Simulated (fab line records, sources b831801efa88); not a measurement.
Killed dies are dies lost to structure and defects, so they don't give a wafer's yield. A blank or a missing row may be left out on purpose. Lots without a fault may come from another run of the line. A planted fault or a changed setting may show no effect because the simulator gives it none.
Chamber matching | flow sky130 | SKY_LI_CONTACT_HDPCVD_00 on hdpcvd-01: 3 sister chambers
The step deposits PSG, target thk 930 nm, time 155 s. 3 wafers are shown with their chamber, then 7 later ones without.

WAFERS WITH THEIR CHAMBER
wafer  | chamber | pressure_mtorr (mTorr)
L079.5 | 0       | 5.994
L083.4 | 2       | 5.989
L083.5 | 1       | 6.007

WAFERS WITHOUT THEIR CHAMBER
wafer  | pressure_mtorr (mTorr)
L083.6 | 6.011
L086.1 | 5.979
L086.2 | 6.024
L086.4 | 6.018
L097.1 | 5.985
L097.5 | 5.998
L097.6 | 6.005

WHICH CHAMBER EACH WENT THROUGH
wafer  | from the rows above          | in truth
L083.6 | can't be placed: 1 or 0      | 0
L086.1 | can't be placed: 2 or 0      | 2
L086.2 | can't be placed: 1 or 0      | 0
L086.4 | can't be placed: 1 or 0      | 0
L097.1 | can't be placed: 2 or 0      | 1
L097.5 | can't be placed: 0 or 1 or 2 | 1
L097.6 | can't be placed: 1 or 0 or 2 | 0
Placed correctly: 0 of 7. Can't be placed from these rows: 7 (the true chamber is among the candidates in 6). Placed wrongly: 0.
How it was worked out, from the rows above alone: a wafer's distance from a chamber is the root of the sum, over the readings, of the square of ((its reading less the chamber's mean) divided by the reading's scatter). The wafer belongs to the nearest chamber; if the next one is less than 2 further off, it can't be placed. A chamber's mean is the mean of its shown wafers. The scatter: with one shown wafer a chamber, the root of the mean of the squares of how far each hidden wafer lies from its nearest shown one.
